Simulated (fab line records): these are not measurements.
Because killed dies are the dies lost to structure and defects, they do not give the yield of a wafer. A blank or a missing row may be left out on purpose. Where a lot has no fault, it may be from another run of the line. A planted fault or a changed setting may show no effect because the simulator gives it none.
Which of the tools did it?	flow sky130	42 wafers from 14 lots sampled at 2 of the route's 708 steps

== WHAT THE GAUGES READ, wafer by wafer ==
SKY_LDD_P_CD_MEAS_07: the cd target is 380 nm. Usual: cd_nm 379.9 nm, standard deviation 2.1.
lot	measured	on	cd_nm (nm)	flag
L233	day 18 21:22	cd_sem-02	377.9 377.2 375.8	
L234	day 19 08:00	cd_sem-02	381.2 379.2 379.2	
L235	day 19 18:26	cd_sem-02	381.3 381.1 380.6	
L236	day 20 01:18	cd_sem-02	379.6 380.1 378.3	
L238	day 21 19:57	cd_sem-02	379.1 375.9 380.0	
L239	day 22 12:43	cd_sem-02	383.2 380.3 383.3	
L240	day 22 14:17	cd_sem-02	379.0 374.5 375.9	
L241	day 22 19:22	cd_sem-02	380.5 380.3 380.6	
L245	day 23 16:10	cd_sem-01	379.3 379.1 383.0	
L246	day 24 00:26	cd_sem-02	379.5 381.1 380.2	
L249	day 24 16:15	cd_sem-02	363.6 375.7 366.0	OFF
L250	day 25 01:26	cd_sem-01	374.2 348.7 358.4	OFF
L255	day 26 23:47	cd_sem-02	378.1 377.5 382.7	
L256	day 27 10:43	cd_sem-02	381.9 380.0 380.6	

== EACH LOT AND THE TOOL THAT RAN IT (in order: tool; ch and the chambers of the sampled wafers; start) ==
lot	SKY_LDD_P_EXPOSE_04
L233	iline_stepper-02 ch 0, day 18 06:34
L234	iline_stepper-02 ch 0, day 18 17:55
L235	iline_stepper-01 ch 0, day 19 04:35
L236	iline_stepper-01 ch 0, day 19 10:58
L238	iline_stepper-01 ch 0, day 21 04:07
L239	iline_stepper-01 ch 0, day 21 21:50
L240	iline_stepper-02 ch 0, day 21 23:13
L241	iline_stepper-01 ch 0, day 22 04:35
L245	iline_stepper-02 ch 0, day 23 02:45
L246	iline_stepper-02 ch 0, day 23 09:29
L249	iline_stepper-02 ch 0, day 24 01:32
L250	iline_stepper-02 ch 0, day 24 12:01
L255	iline_stepper-01 ch 0, day 26 09:00
L256	iline_stepper-01 ch 0, day 26 20:44
- SKY_LDD_P_EXPOSE_04: exposes mask PSDM, target cd 380 nm.

== AS READ BY THE TOOLS THEMSELVES (means over the sampled wafers that have a number; for cases with no such wafer, the mark the record gives instead) ==
The record holds no such reading with a usual standard deviation.

== THE ANSWER, worked out from the rows above alone ==
Rule: a lot is off if the mean of its wafers that have a number lies more than 3 standard deviations from the usual mean. A lot without any number at a reading at which 4 lots or more have one is off too. Any other lot the step has rows for is counted as sound. After the gauges, taken in route order, come the tools' own readings; for these a lot's mean is taken, as printed above. At the first step where some lot is off, the reading lying furthest off is the one used; lots without a number count as furthest.
Off: L249, L250 (SKY_LDD_P_CD_MEAS_07, cd_nm).
If a tool, at a process step before that reading, ran all the lots that are off and no sound lot after the first of them, it fits. Gauges at SKY_LDD_P_CD_MEAS_07: tried the same way as those tools. One fits: SKY_LDD_P_EXPOSE_04 on iline_stepper-02. Its last sound lot is L246 (day 23 09:29), its first lot that is off L249 (day 24 01:32): a fault that began between those two fits.

== WHAT HAD BEEN PUT IN BY THE SIMULATOR ==
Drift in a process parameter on iline_stepper-02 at SKY_LDD_P_EXPOSE_04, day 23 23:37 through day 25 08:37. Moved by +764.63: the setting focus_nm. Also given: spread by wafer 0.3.
Struck lots among those shown: L249, L250. The rule above reached the same finding.
